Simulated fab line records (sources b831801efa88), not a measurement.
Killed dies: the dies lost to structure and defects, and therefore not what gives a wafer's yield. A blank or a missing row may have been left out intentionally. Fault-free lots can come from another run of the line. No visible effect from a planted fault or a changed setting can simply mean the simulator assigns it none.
Which of the tools did it?	flow gf180mcu	30 wafers from 10 lots sampled at 5 of the route's 602 steps

== WHAT THE GAUGES SHOWED, per wafer ==
GF_PASSIVATION_THK_MEAS_01.
lot	measured	on	PASSIVATION_CVD_00_THK (nm)
L683	day 29 06:10	film_metro-02	971 999 1004
L684	day 29 10:09	film_metro-01	988 1011 1001
L685	day 29 11:04	film_metro-02	990 1006 995
L686	day 29 13:50	film_metro-01	980 1013 992
L688	day 30 00:59	film_metro-01	994 1004 1010
L689	day 30 22:07	film_metro-02	998 990 1004
L696	day 32 01:58	film_metro-01	977 998 984
L697	day 32 11:45	film_metro-01	981 1004 994
L700	day 33 04:11	film_metro-02	817 1005 1002 818 1006 1003
L705	day 34 02:19	film_metro-03	995 982 1014

== EACH LOT AND THE TOOL THAT RAN IT (in order: tool; ch and the chambers of the sampled wafers; start) ==
lot	GF_M5_METAL_ETCH_10	GF_M5_STRIP_11	GF_TOP_METAL_STRIP_17	GF_PASSIVATION_CVD_00
L683	rie_metal-03 ch 0,1, day 27 10:55	plasma_asher-03 ch 1, day 27 11:02	plasma_asher-04 ch 1, day 29 05:31	pecvd-04 ch 0,1,2, day 29 06:05
L684	rie_metal-03 ch 0,1, day 27 15:10	plasma_asher-03 ch 0,1, day 27 15:16	plasma_asher-02 ch 0,1, day 29 09:33	pecvd-03 ch 0,1, day 29 10:04
L685	rie_metal-02 ch 0,1, day 27 15:28	plasma_asher-02 ch 0, day 27 15:35	plasma_asher-02 ch 1, day 29 10:25	pecvd-03 ch 0,1, day 29 10:59
L686	rie_metal-01 ch 0,1, day 27 18:25	plasma_asher-03 ch 0,1, day 27 18:32	plasma_asher-02 ch 0,1, day 29 13:13	pecvd-04 ch 0,1,2, day 29 13:46
L688	rie_metal-03 ch 0,1, day 28 05:19	plasma_asher-03 ch 0,1, day 28 05:26	plasma_asher-04 ch 0,1, day 30 00:20	pecvd-03 ch 0,1,2, day 30 00:55
L689	rie_metal-01 ch 0,1, day 29 04:19	plasma_asher-02 ch 0,1, day 29 04:26	plasma_asher-04 ch 0,1, day 30 21:31	pecvd-02 ch 0,1,2, day 30 22:02
L696	rie_metal-02 ch 1, day 30 09:55	plasma_asher-02 ch 0,1, day 30 10:08	plasma_asher-04 ch 0,1, day 32 01:22	pecvd-03 ch 0,1,2, day 32 01:54
L697	rie_metal-02 ch 1, day 30 21:29	plasma_asher-02 ch 0,1, day 30 21:40	plasma_asher-02 ch 0,1, day 32 11:09	pecvd-03 ch 0,2, day 32 11:39
L700	rie_metal-03 ch 0,1, day 31 15:07	plasma_asher-04 ch 1, day 31 15:13	plasma_asher-02 ch 0,1, day 33 03:31	pecvd-03 ch 0,1,2, day 33 04:06
L705	rie_metal-03 ch 0,1, day 32 15:09	plasma_asher-02 ch 0,1, day 32 15:16	plasma_asher-02 ch 0,1, day 34 01:42	pecvd-04 ch 0,1,2, day 34 02:14
- GF_M5_METAL_ETCH_10: etches the open film in Cl2/BCl3, stops on SiO2, target depth 627.5 nm, time 99.69 s.
- GF_M5_STRIP_11: strips in O2/N2.
- GF_TOP_METAL_STRIP_17: strips in O2/N2.
- GF_PASSIVATION_CVD_00: deposits SiO2 from TEOS, target thk 1000 nm, time 111.95 s.

== THE ANSWER, worked out from the rows above alone ==
Rule: what is usual is taken from the lots themselves. Put in order of their means at a reading, lots are off if they are a third of the lots or fewer, leave a main group of 4 or more, and stand apart from it by a gap of 3 or more times the standard deviation of the main group's means; of several such gaps the widest counts. A main group whose means are all the same, to the digits that the tables above print for the reading, isn't used. A lot without any number at a reading at which 4 lots or more have one is off too. Where the step has rows for the other lots, those lots are counted as sound.
Off: L700, seen at GF_PASSIVATION_THK_MEAS_01 (PASSIVATION_CVD_00_THK). The main group: mean 996 nm, standard deviation 4.6.
If a tool, at a process step before that reading, ran all the lots that are off and no sound lot after the first of them, it fits. Gauges at GF_PASSIVATION_THK_MEAS_01: tried the same way as those tools. Can't be told from this: 3 tools fit, plasma_asher-04 at GF_M5_STRIP_11, pecvd-03 at GF_PASSIVATION_CVD_00, film_metro-02 at GF_PASSIVATION_THK_MEAS_01.

== WHAT WAS PUT IN BY THE SIMULATOR ==
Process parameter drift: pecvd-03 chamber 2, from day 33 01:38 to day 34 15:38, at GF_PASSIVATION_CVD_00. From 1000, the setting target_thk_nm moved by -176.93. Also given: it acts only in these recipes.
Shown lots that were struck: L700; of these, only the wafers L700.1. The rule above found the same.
